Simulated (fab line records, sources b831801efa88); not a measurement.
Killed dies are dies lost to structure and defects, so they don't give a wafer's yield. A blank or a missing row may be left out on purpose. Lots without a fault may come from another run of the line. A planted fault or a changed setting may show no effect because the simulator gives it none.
Which tool did it? | flow sky130 | 13 lots, 38 wafers sampled, at 3 steps of a route of 708

WHAT THE GAUGES READ, wafer by wafer
SKY_VIA3_OVL_MEAS_13. Usual: VIA3_OVL 2 nm, standard deviation 6.1.
lot  | measured     | on         | VIA3_OVL (nm) | flag
L492 | day 39 20:20 | overlay-02 | 10 7 17       |
L493 | day 40 01:35 | overlay-02 | -2 1 -3       |
L495 | day 40 11:02 | overlay-01 | 14 14 5       |
L496 | day 41 00:32 | overlay-01 | -1 5 3        |
L498 | day 41 22:23 | overlay-01 | 7 0 5         |
L499 | day 42 08:47 | overlay-01 | 7 5 7         |
L500 | day 42 13:47 | overlay-01 | 9 0 10        |
L504 | day 43 11:03 | overlay-02 | -2 -4         |
L505 | day 43 13:02 | overlay-02 | 0 -1 7        |
L511 | day 44 20:32 | overlay-02 | -12 -5 -1     |
L512 | day 45 02:53 | overlay-01 | -1 4 -1       |
L514 | day 45 18:32 | overlay-01 | 3 0 -4        |
L515 | day 45 21:38 | overlay-01 | 3 -2 4        |

SKY_VIA3_THK_MEAS_23: measures by xrf. Usual: VIA3_W_THK 383 nm, standard deviation 5.5.
lot  | measured     | on            | VIA3_W_THK (nm) | flag
L492 | day 39 21:22 | film_metro-01 | 379 385 383     |
L493 | day 40 02:37 | film_metro-01 | 380 379 381     |
L495 | day 40 12:04 | film_metro-04 | 383 389 386     |
L496 | day 41 01:37 | film_metro-04 | 376 380 376     |
L498 | day 41 23:29 | film_metro-03 | 371 377 377     |
L499 | day 42 09:49 | film_metro-03 | 379 381 381     |
L500 | day 42 14:51 | film_metro-03 | 388 391 384     |
L504 | day 43 12:08 | film_metro-03 | 384 378         |
L505 | day 43 14:06 | film_metro-04 | 400 401 394     |
L511 | day 44 21:36 | film_metro-01 | 383 386 387     |
L512 | day 45 03:55 | film_metro-03 | 390 386 390     |
L514 | day 45 19:35 | film_metro-03 | 389 383 386     |
L515 | day 45 22:40 | film_metro-01 | 381 384 381     |

WHICH TOOL RAN EACH LOT (tool, then ch and the chambers of the sampled wafers, then the start)
lot  | SKY_VIA3_CVD_21
L492 | cvd_w-02 ch 0, day 39 21:07
L493 | cvd_w-02 ch 0,1, day 40 02:22
L495 | cvd_w-01 ch 0,1, day 40 11:49
L496 | cvd_w-01 ch 0,1, day 41 01:22
L498 | cvd_w-02 ch 0,1, day 41 23:14
L499 | cvd_w-02 ch 0,1, day 42 09:35
L500 | cvd_w-01 ch 0,1, day 42 14:37
L504 | cvd_w-02 ch 1, day 43 11:54
L505 | cvd_w-01 ch 0,1, day 43 13:51
L511 | cvd_w-01 ch 0,1, day 44 21:22
L512 | cvd_w-01 ch 0,1, day 45 03:41
L514 | cvd_w-01 ch 0,1, day 45 19:19
L515 | cvd_w-01 ch 0,1, day 45 22:25
- SKY_VIA3_CVD_21: deposits W, target thk 390 nm, time 117.31 s.

WHAT THE TOOLS THEMSELVES READ (means of the sampled wafers that have a number; where no wafer has one, the mark that the record gives instead)
SKY_VIA3_CVD_21. Usual: heater_power_w 831 W, standard deviation 75.
lot  | tool     | heater_power_w (W) | flag
L492 | cvd_w-02 | 894                |
L493 | cvd_w-02 | 821                |
L495 | cvd_w-01 | 779                |
L496 | cvd_w-01 | 780                |
L498 | cvd_w-02 | 872                |
L499 | cvd_w-02 | 828                |
L500 | cvd_w-01 | 843                |
L504 | cvd_w-02 | 798                |
L505 | cvd_w-01 | 783                |
L511 | cvd_w-01 | 781                |
L512 | cvd_w-01 | 788                |
L514 | cvd_w-01 | 774                |
L515 | cvd_w-01 | 787                |

THE ANSWER, worked out from the rows above alone
Rule: a lot is off if the mean of its wafers that have a number lies more than 3 standard deviations from the usual mean. A lot without any number at a reading at which 4 lots or more have one is off too. The other lots that the step has rows for count as sound. The gauges are gone through in route order, then the tools' own readings, and for those a lot's mean is taken as printed above. The first step at which some lot is off is used, and at that step the reading that is off furthest; a lot without a number counts as furthest.
No lot is off at any reading shown: from this, nothing can be told.

WHAT THE SIMULATOR HAD PUT IN
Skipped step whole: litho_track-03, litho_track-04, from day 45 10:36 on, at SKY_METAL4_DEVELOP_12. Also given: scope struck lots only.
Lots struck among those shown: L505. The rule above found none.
